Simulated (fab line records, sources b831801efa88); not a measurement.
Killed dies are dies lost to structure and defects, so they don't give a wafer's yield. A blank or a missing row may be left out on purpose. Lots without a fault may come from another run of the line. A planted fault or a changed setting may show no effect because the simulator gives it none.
Which tool did it? | flow gf180mcu | 24 lots, 72 wafers sampled, at 5 steps of a route of 602

WHAT THE GAUGES READ, wafer by wafer
GF_STI_THK_MEAS_30.
lot  | measured    | on            | STI_OXIDATION_02_THK (nm)
L074 | day 2 07:44 | film_metro-04 | 9.71 9.88 9.81
L075 | day 2 11:34 | film_metro-03 | 9.72 9.63 9.58
L076 | day 2 21:19 | film_metro-01 | 10.02 9.99 10.06
L077 | day 2 23:33 | film_metro-01 | 9.92 10.04 9.99
L078 | day 3 03:17 | film_metro-04 | 9.73 9.82 9.83
L079 | day 3 07:31 | film_metro-01 | 9.90 9.83 9.80
L080 | day 3 12:40 | film_metro-01 | 10.24 10.08 10.35
L081 | day 3 17:31 | film_metro-01 | 9.78 9.66 9.54
L082 | day 4 01:43 | film_metro-04 | 9.69 9.35 9.58
L083 | day 4 05:36 | film_metro-03 | 9.39 9.56 9.49
L084 | day 4 09:16 | film_metro-04 | 9.98 10.00 9.98
L085 | day 4 15:10 | film_metro-03 | 9.76 9.97 9.66
L086 | day 4 21:05 | film_metro-01 | 9.64 9.77 9.74
L087 | day 5 00:23 | film_metro-03 | 9.75 9.85 9.72
L088 | day 5 07:18 | film_metro-01 | 10.04 9.81 9.91
L089 | day 5 12:26 | film_metro-04 | 9.90 9.63 9.86
L090 | day 5 17:08 | film_metro-04 | 9.73 9.69 9.65
L091 | day 5 22:37 | film_metro-03 | 9.99 9.91 9.98
L092 | day 6 02:36 | film_metro-03 | 10.13 10.20 9.97
L093 | day 6 08:37 | film_metro-03 | 10.09 10.10 10.30
L094 | day 6 13:23 | film_metro-03 | 9.88 9.88 9.89
L095 | day 6 18:31 | film_metro-04 | 9.85 10.16 10.10
L096 | day 7 00:58 | film_metro-04 | 9.52 9.46 9.39
L097 | day 7 04:27 | film_metro-04 | 10.02 9.85 9.73

GF_V3_OVL_MEAS_15.
lot  | measured     | on         | V3_OVL (nm)
L074 | day 22 08:49 | overlay-02 | 0 -8 -2
L075 | day 22 21:49 | overlay-01 | -4 -6 -3
L076 | day 23 07:49 | overlay-02 | -5 -6 -6
L077 | day 23 12:01 | overlay-02 | -7 -8 -5
L078 | day 23 18:22 | overlay-01 | -8 -9 -3
L079 | day 24 04:13 | overlay-02 | -3 2 3
L080 | day 24 15:10 | overlay-02 | -9 -10 -7
L081 | day 24 16:48 | overlay-01 | -1 0 -7
L082 | day 25 07:17 | overlay-02 | -3 1 -1
L083 | day 25 13:00 | overlay-01 | -1 7 -10
L084 | day 25 22:25 | overlay-01 | -7 -7 -6
L085 | day 26 04:01 | overlay-01 | 1 -1 7
L086 | day 26 18:55 | overlay-02 | -7 -11 -8
L087 | day 26 22:34 | overlay-01 | -1 -7 3
L088 | day 27 04:52 | overlay-01 | 1 -4 0
L089 | day 27 12:40 | overlay-01 | -3 -6 6
L090 | day 27 18:43 | overlay-01 | -17 -12 -14
L091 | day 28 02:19 | overlay-02 | -10 -4 -2
L092 | day 28 08:28 | overlay-01 | 7 -1 2
L093 | day 28 17:16 | overlay-02 | 7 9 -1
L094 | day 29 00:56 | overlay-01 | -11 -3 -6
L095 | day 29 07:40 | overlay-01 | 2 2 -6
L096 | day 29 09:07 | overlay-01 | -6 -8 5
L097 | day 29 16:55 | overlay-02 | -14 -5 -1

WHICH TOOL RAN EACH LOT (tool, then ch and the chambers of the sampled wafers, then the start)
lot  | GF_M1_SPUTTER_01             | GF_V1_CVD_23                  | GF_M3_SPUTTER_00
L074 | pvd_sputter-04, day 16 05:23 | cvd_w-02 ch 0,1, day 18 04:02 | pvd_sputter-04, day 20 07:17
L075 | pvd_sputter-03, day 16 16:43 | cvd_w-02 ch 0,1, day 18 16:32 | pvd_sputter-04, day 20 20:52
L076 | pvd_sputter-03, day 17 02:02 | cvd_w-01 ch 0,1, day 19 03:06 | pvd_sputter-03, day 21 07:36
L077 | pvd_sputter-04, day 17 06:02 | cvd_w-01 ch 0,1, day 19 07:47 | pvd_sputter-04, day 21 13:02
L078 | pvd_sputter-03, day 17 13:06 | cvd_w-02 ch 0,1, day 19 14:28 | pvd_sputter-04, day 21 19:08
L079 | pvd_sputter-01, day 17 22:17 | cvd_w-01 ch 0, day 20 00:37   | pvd_sputter-01, day 22 04:26
L080 | pvd_sputter-04, day 18 08:23 | cvd_w-02 ch 0,1, day 20 11:49 | pvd_sputter-01, day 22 15:17
L081 | pvd_sputter-03, day 18 12:37 | cvd_w-01 ch 0,1, day 20 15:49 | pvd_sputter-04, day 22 19:01
L082 | pvd_sputter-04, day 19 02:56 | cvd_w-01 ch 0,1, day 21 06:15 | pvd_sputter-03, day 23 08:32
L083 | pvd_sputter-01, day 19 10:20 | cvd_w-01 ch 0,1, day 21 13:10 | pvd_sputter-01, day 23 15:28
L084 | pvd_sputter-04, day 19 21:32 | cvd_w-02 ch 0,1, day 22 00:48 | pvd_sputter-04, day 24 01:46
L085 | pvd_sputter-04, day 20 05:11 | cvd_w-02 ch 0,1, day 22 07:14 | pvd_sputter-03, day 24 07:44
L086 | pvd_sputter-04, day 20 19:48 | cvd_w-01 ch 0,1, day 22 22:28 | pvd_sputter-01, day 24 23:16
L087 | pvd_sputter-03, day 21 01:14 | cvd_w-01 ch 0,1, day 23 01:44 | pvd_sputter-03, day 25 02:41
L088 | pvd_sputter-01, day 21 08:05 | cvd_w-01 ch 0,1, day 23 08:58 | pvd_sputter-04, day 25 09:30
L089 | pvd_sputter-03, day 21 17:50 | cvd_w-01 ch 0,1, day 23 18:13 | pvd_sputter-03, day 25 17:34
L090 | pvd_sputter-03, day 22 00:56 | cvd_w-01 ch 0,1, day 24 00:43 | pvd_sputter-03, day 25 23:17
L091 | pvd_sputter-01, day 22 09:08 | cvd_w-02 ch 0,1, day 24 09:33 | pvd_sputter-03, day 26 08:46
L092 | pvd_sputter-03, day 22 16:24 | cvd_w-01 ch 0,1, day 24 16:19 | pvd_sputter-04, day 26 14:40
L093 | pvd_sputter-01, day 23 02:44 | cvd_w-02 ch 0,1, day 25 02:29 | pvd_sputter-03, day 26 23:50
L094 | pvd_sputter-04, day 23 11:07 | cvd_w-01 ch 0,1, day 25 09:59 | pvd_sputter-03, day 27 07:34
L095 | pvd_sputter-04, day 23 20:11 | cvd_w-02 ch 0,1, day 25 17:39 | pvd_sputter-04, day 27 14:36
L096 | pvd_sputter-01, day 23 22:29 | cvd_w-01 ch 0,1, day 25 20:11 | pvd_sputter-01, day 27 16:31
L097 | pvd_sputter-01, day 24 07:33 | cvd_w-01 ch 0,1, day 26 04:13 | pvd_sputter-01, day 28 00:38
- GF_M1_SPUTTER_01: material TiN, target thk 30 nm, time 25 s.
- GF_V1_CVD_23: deposits W, target thk 350 nm, time 105.05 s.
- GF_M3_SPUTTER_00: material Ti, target thk 37.5 nm, time 150 s.

WHAT THE TOOLS THEMSELVES READ (means of the sampled wafers that have a number; where no wafer has one, the mark that the record gives instead)
GF_M1_SPUTTER_01.
lot  | tool           | throttle_valve_pct (%)
L074 | pvd_sputter-04 | 29.9
L075 | pvd_sputter-03 | 29.5
L076 | pvd_sputter-03 | 30.0
L077 | pvd_sputter-04 | 29.7
L078 | pvd_sputter-03 | 29.6
L079 | pvd_sputter-01 | 30.6
L080 | pvd_sputter-04 | 29.9
L081 | pvd_sputter-03 | 29.6
L082 | pvd_sputter-04 | 30.0
L083 | pvd_sputter-01 | 30.0
L084 | pvd_sputter-04 | 30.2
L085 | pvd_sputter-04 | 30.2
L086 | pvd_sputter-04 | 30.0
L087 | pvd_sputter-03 | 29.7
L088 | pvd_sputter-01 | 30.0
L089 | pvd_sputter-03 | 29.6
L090 | pvd_sputter-03 | 29.5
L091 | pvd_sputter-01 | 29.8
L092 | pvd_sputter-03 | 29.8
L093 | pvd_sputter-01 | 30.1
L094 | pvd_sputter-04 | 30.0
L095 | pvd_sputter-04 | 29.6
L096 | pvd_sputter-01 | 30.5
L097 | pvd_sputter-01 | 30.0

GF_V1_CVD_23.
lot  | tool     | heater_power_w (W)
L074 | cvd_w-02 | 771
L075 | cvd_w-02 | 774
L076 | cvd_w-01 | 865
L077 | cvd_w-01 | 857
L078 | cvd_w-02 | 768
L079 | cvd_w-01 | 791
L080 | cvd_w-02 | 772
L081 | cvd_w-01 | 858
L082 | cvd_w-01 | 828
L083 | cvd_w-01 | 832
L084 | cvd_w-02 | 783
L085 | cvd_w-02 | 768
L086 | cvd_w-01 | 825
L087 | cvd_w-01 | 844
L088 | cvd_w-01 | 821
L089 | cvd_w-01 | 867
L090 | cvd_w-01 | 815
L091 | cvd_w-02 | 786
L092 | cvd_w-01 | 869
L093 | cvd_w-02 | 778
L094 | cvd_w-01 | 834
L095 | cvd_w-02 | 782
L096 | cvd_w-01 | 825
L097 | cvd_w-01 | 858

GF_M3_SPUTTER_00.
lot  | tool           | throttle_valve_pct (%)
L074 | pvd_sputter-04 | 30.2
L075 | pvd_sputter-04 | 30.0
L076 | pvd_sputter-03 | 29.7
L077 | pvd_sputter-04 | 30.1
L078 | pvd_sputter-04 | 30.2
L079 | pvd_sputter-01 | 29.5
L080 | pvd_sputter-01 | 30.0
L081 | pvd_sputter-04 | 30.1
L082 | pvd_sputter-03 | 30.1
L083 | pvd_sputter-01 | 30.6
L084 | pvd_sputter-04 | 29.7
L085 | pvd_sputter-03 | 29.5
L086 | pvd_sputter-01 | 30.0
L087 | pvd_sputter-03 | 29.7
L088 | pvd_sputter-04 | 29.8
L089 | pvd_sputter-03 | 29.8
L090 | pvd_sputter-03 | 30.0
L091 | pvd_sputter-03 | 29.4
L092 | pvd_sputter-04 | 29.9
L093 | pvd_sputter-03 | 29.9
L094 | pvd_sputter-03 | 29.6
L095 | pvd_sputter-04 | 29.8
L096 | pvd_sputter-01 | 30.5
L097 | pvd_sputter-01 | 30.2

THE ANSWER, worked out from the rows above alone
Rule: what is usual is taken from the lots themselves. Put in order of their means at a reading, lots are off if they are a third of the lots or fewer, leave a main group of 4 or more, and stand apart from it by a gap of 3 or more times the standard deviation of the main group's means; of several such gaps the widest counts. A main group whose means are all the same, to the digits that the tables above print for the reading, isn't used. A lot without any number at a reading at which 4 lots or more have one is off too. The other lots that the step has rows for count as sound. The gauges are gone through in route order, then the tools' own readings, and for those a lot's mean is taken as printed above. The first step at which some lot is off is used, and at that step the reading that is off furthest; a lot without a number counts as furthest.
No lot is off at any reading shown: from this, nothing can be told.

WHAT THE SIMULATOR HAD PUT IN
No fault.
